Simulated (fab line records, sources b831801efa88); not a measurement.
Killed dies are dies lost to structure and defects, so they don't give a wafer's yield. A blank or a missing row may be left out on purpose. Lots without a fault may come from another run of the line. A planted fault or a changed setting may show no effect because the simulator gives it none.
Problem report in the 8D (eight disciplines) form, filled by code | flow sky130 | the parts of the form that need people (team, actions taken, sign-off) are left out

1. THE PROBLEM
killed_at_M0_to_M3 at SKY_PAD_OPEN_PROBE_99 reads a mean of 82 on 2 wafers of 2 lots; wafers without a fault read 45 with a standard deviation of 6.8. That is +5.5 standard deviations from the usual mean.
First seen on wafer L513.2, day 47 16:00, on prober-01. The record holds 18 wafers of 6 lots with a number at this step. Rule for "out", or "out of limits": more than 4 standard deviations from the usual mean. The other wafers with a number count as sound.

2. WHAT IT IS AND WHAT IT IS NOT
question                    | is                   | is not
which readings at this step | killed_at_M0_to_M3   | killed_at_M4_up, killed_at_contacts, killed_at_front_end, killed_at_other, killed_open, killed_short, sort_bin_6_memory
which lots                  | L513, L514           | L507, L508, L526, L527
which wafers of those lots  | L513.2, L514.1       | L513.1, L513.6, L514.2, L514.3
read on which tools         | prober-01, prober-02 | -
when                        | from day 47 16:00    | up to then (7 sound wafers); but 9 sound wafers of L513, L514, L526, L527 came after

3. SUSPECTS, AND WHAT RULES EACH OUT
Counting: a tool at a process step up to the reading stays a suspect if it ran every lot that is out. Sound lots after the first of them don't rule it out here, since some wafers of a struck lot are sound.
- rie_diel-04 at SKY_VIA3_ETCH_14 (etches BARC in N2/H2, stops on SiO2, time 45.9 s, target depth 60 nm): kept. It ran every lot that is out, first L513 (day 41 23:53); its last sound lot up to then is L508 (day 40 05:56).
- rie_diel-04 at SKY_VIA3_ETCH_15 (etches SiO2 in C4F8/O2/Ar, stops on TiN, target depth 507 nm, time 78 s): kept. It ran every lot that is out, first L513 (day 41 23:56); its last sound lot up to then is L508 (day 40 05:59).
- pvd_sputter-03 at SKY_VIA3_SPUTTER_20 (material TiN, target thk 20 nm, time 80 s): kept. It ran every lot that is out, first L513 (day 42 00:35); its last sound lot up to then is L507 (day 40 01:22).
- cvd_w-01 at SKY_VIA3_CVD_21 (deposits W, target thk 390 nm, time 117.31 s): kept. It ran every lot that is out, first L513 (day 42 00:39); its last sound lot up to then is L507 (day 40 01:26).
- pvd_sputter-02 at SKY_METAL4_SPUTTER_00 (material Ti, target thk 15 nm, time 10 s): kept. It ran every lot that is out, first L513 (day 42 01:16).
- Within rie_diel-04 at SKY_VIA3_ETCH_14: the wafers that are out ran in chamber 2; their sound lot-mates ran in chambers 0, 3.
- Within rie_diel-04 at SKY_VIA3_ETCH_15: the wafers that are out ran in chamber 2; their sound lot-mates ran in chambers 0, 3.
Left after counting: rie_diel-04 at SKY_VIA3_ETCH_14, rie_diel-04 at SKY_VIA3_ETCH_15, pvd_sputter-03 at SKY_VIA3_SPUTTER_20, cvd_w-01 at SKY_VIA3_CVD_21, pvd_sputter-02 at SKY_METAL4_SPUTTER_00.

4. THE CAUSE (what the simulator had put in)
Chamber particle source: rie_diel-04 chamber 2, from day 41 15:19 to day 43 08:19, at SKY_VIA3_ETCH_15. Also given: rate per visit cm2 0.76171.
Counting left 5 suspects, and this tool is among them.

5. THE CHAIN OF EFFECTS, in route order
Each row: a reading whose mean over the struck wafers that have a number lies more than 3 standard deviations from the usual. Only readings for which the record gives a usual standard deviation are gone through. hours: the time from each lot's start at the first step in this table that gives one to its start at this step, as a median over the lots. sigmas: the change in usual standard deviations.
hours | step                  | reading              | usual  | on struck wafers | change | sigmas
0     | SKY_PAD_OPEN_PROBE_99 | defect_limited_yield | 82.1 % | 75.5             | -6.6   | -3.5
0     | SKY_PAD_OPEN_PROBE_99 | killed_at_M0_to_M3   | 45     | 82               | +38    | +5.5
0     | SKY_PAD_OPEN_PROBE_99 | killed_dies          | 88     | 120              | +32    | +3.4
0     | SKY_PAD_OPEN_PROBE_99 | sort_bin_5_function  | 10.6 % | 15.4             | +4.8   | +3.2
0     | SKY_PAD_OPEN_PROBE_99 | sort_n_pass          | 404    | 372              | -32    | -3.4
0     | SKY_PAD_OPEN_PROBE_99 | sort_yield_pct       | 82.1 % | 75.5             | -6.6   | -3.5
The process steps in it:
- SKY_PAD_OPEN_PROBE_99

6. WHAT WOULD HAVE CAUGHT IT SOONER
In this record the first reading out of limits was taken at day 47 16:00, 145 hours after the fault began at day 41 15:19.
Of the tool readings at SKY_VIA3_ETCH_15 for which the record gives a usual standard deviation, none was out on any struck wafer, so an alarm limit of 4 standard deviations on them would not have fired.
All the lots that are out (2) had begun SKY_VIA3_ETCH_15 on rie_diel-04 by day 47 16:00. A hold on the tool at that time would have spared none of them.
